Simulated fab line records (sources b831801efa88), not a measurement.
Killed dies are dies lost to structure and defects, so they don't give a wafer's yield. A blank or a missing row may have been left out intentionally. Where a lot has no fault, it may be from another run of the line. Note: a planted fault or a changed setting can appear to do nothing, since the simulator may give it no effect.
Comparing a struck lot with a sound one | flow sky130 | 17 steps out of a route of 708
Sound: the wafers L439.2, L439.3, L439.6. Wafers L449.2, L449.4, L449.5 were the ones struck. Last of all comes the cause.
For every step that has rows: the tool of each side, followed by ch and its chambers, followed by its first start. Under that, the readings that differ: sound wafers | struck wafers | difference of the means | sigmas: that difference in standard deviations of wafers without a fault.
alike: words and numbers the same on both sides, and readings whose means are apart by under 2 such deviations; not compared: readings that were withheld, readings missing a value for some wafer, numbers with overlapping values and no deviation given by the record, and bounds like >300 which may hide the same value.
A row with sigmas, a row that says differs or no value, or rows on one side alone: a step with any of these is where the two part. Numbers that don't overlap but have no deviation are shown without sigmas and don't part them. Lack of a reading on every wafer of one side parts them only where that side has two or more wafers.

first, 3 steps without rows for these wafers: SKY_SONOS_ONO_WET_ETCH_18 (etches Si3N4 in H3PO4, target depth 15 nm, time 172 s); SKY_GATE_OXIDE_CLEAN_00 (cleans in SC1/SC2, time 150 s); SKY_GATE_OXIDE_OXIDATION_01 (stabilise 600 s, purge 300 s, target thk 10.268 nm).
SKY_GATE_OXIDE_THK_MEAS_02:
  struck on film_metro-01, day 18 16:52; sound on film_metro-01, day 15 09:47
  alike: GATE_OXIDE_OXIDATION_00_THK
then, 7 steps without rows for these wafers: SKY_GATE_OXIDE_DEHYDRATE_03 (time 60 s); SKY_GATE_OXIDE_HMDS_04 (prime time 60 s); SKY_GATE_OXIDE_COAT_05 (resist thk 1140 nm); SKY_GATE_OXIDE_SOFTBAKE_06 (time 60 s); SKY_GATE_OXIDE_EXPOSE_07 (exposes mask LVOM, target cd 600 nm); SKY_GATE_OXIDE_PEB_08; SKY_GATE_OXIDE_DEVELOP_09 (develop time 60 s).
SKY_GATE_OXIDE_OVL_MEAS_10:
  struck on overlay-02, day 19 23:40; sound on overlay-02, day 16 13:43
  alike: GATE_OXIDE_OVL
SKY_GATE_OXIDE_IMPLANT_11:
  sound on implanter-04 ch 0, day 16 13:47; struck on implanter-02 ch 0, day 19 23:44
  reading            | sound                            | struck                           | difference  | sigmas
  dose_ions_cm2      | 2.6005e+12 2.5988e+12 2.5973e+12 | 3.4322e+12 3.4317e+12 3.4299e+12 | +8.3240e+11 | +99 or more
  faraday_current_uA | 14.4 15.0 14.8                   | 19.8 19.8 19.4                   | +4.9        | +16
  alike: beam_energy_keV
then, 1 step without rows for these wafers: SKY_GATE_OXIDE_WET_ETCH_12 (etches SiO2 in dHF, target depth 16.8 nm, time 336 s).
SKY_GATE_OXIDE_STRIP_13: strips in O2/N2.
  sound on plasma_asher-03 ch 0,1, day 16 14:00; struck on plasma_asher-02 ch 0,1, day 19 23:57
  reading                     | sound       | struck      | difference | sigmas
  drypump_motor_current_A (A) | 5.7 5.2 5.2 | 6.3 6.5 6.5 | +1.1       | +2
  alike: oes_product_au, strip_time_to_endpoint_s
  not compared: rf_hours_counter_h
SKY_GATE_OXIDE_TW_MEAS_14:
  struck on film_metro-01, day 20 00:17; sound on film_metro-02, day 16 14:07
  reading       | sound             | struck            | difference | sigmas
  GATE_OXIDE_TW | 226.2 226.8 225.8 | 238.9 240.2 240.1 | +13.5      | +6
  not compared: hold
-- here the record skips 30 days between the struck wafers' starts before and after, leaving off in module GATE_OXIDE and picking up in module PAD_OPEN (first step shown: number 708 of the route) --
SKY_PAD_OPEN_PROBE_99:
  struck on prober-02, day 49 20:15; sound on prober-01, day 47 20:29
  reading                                   | sound             | struck                                                                     | difference                   | sigmas
  hold                                      | - - -             | await_dispo/1.6h/release await_dispo/1.6h/release await_dispo/1.6h/release | no value on the sound wafers |
  killed_short                              | 38 49 51          | 31 37 29                                                                   | -14                          | -2
  model.etest.tip_p.rs_ohm_sq               | 6925 6903 6956    | 6457 6504 6481                                                             | -447                         |
  model.etest.pfet_01v8.r_on_ohm_um         | 2885 2993 2984    | 2766 2695 2691                                                             | -237                         |
  model.etest.nfet_01v8_lvt.drive_ua_um     | 565.1 557 560.2   | 507.9 527.5 520.6                                                          | -42.1                        |
  model.etest.pfet_01v8_lvt.drive_ua_um     | 176.2 171.6 171.2 | 208.6 212.4 210.6                                                          | +37.5                        |
  model.etest.nfet_01v8.drive_ua_um         | 494 494.2 483.6   | 447.8 467.7 460                                                            | -32.1                        |
  model.etest.nfet_01v8_turned.drive_ua_um  | 495.9 491.2 492.2 | 452.2 468 461.5                                                            | -32.5                        |
  model.etest.nfet_01v8_swapped.drive_ua_um | 497.7 492.9 484   | 452.6 468.5 459                                                            | -31.5                        |
  alike: killed_at_M0_to_M3, killed_at_M4_up, killed_at_contacts, killed_at_front_end, killed_at_other, killed_dies, killed_open
  not compared: model.etest.nfet_01v8.r_on_ohm_um

== WHERE THEY PART ==
Last at SKY_PAD_OPEN_PROBE_99 as far as this record goes, first at SKY_GATE_OXIDE_IMPLANT_11.

WHY: what had been put in by the simulator
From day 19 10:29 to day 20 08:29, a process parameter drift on implanter-02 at SKY_GATE_OXIDE_IMPLANT_11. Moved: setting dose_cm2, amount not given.
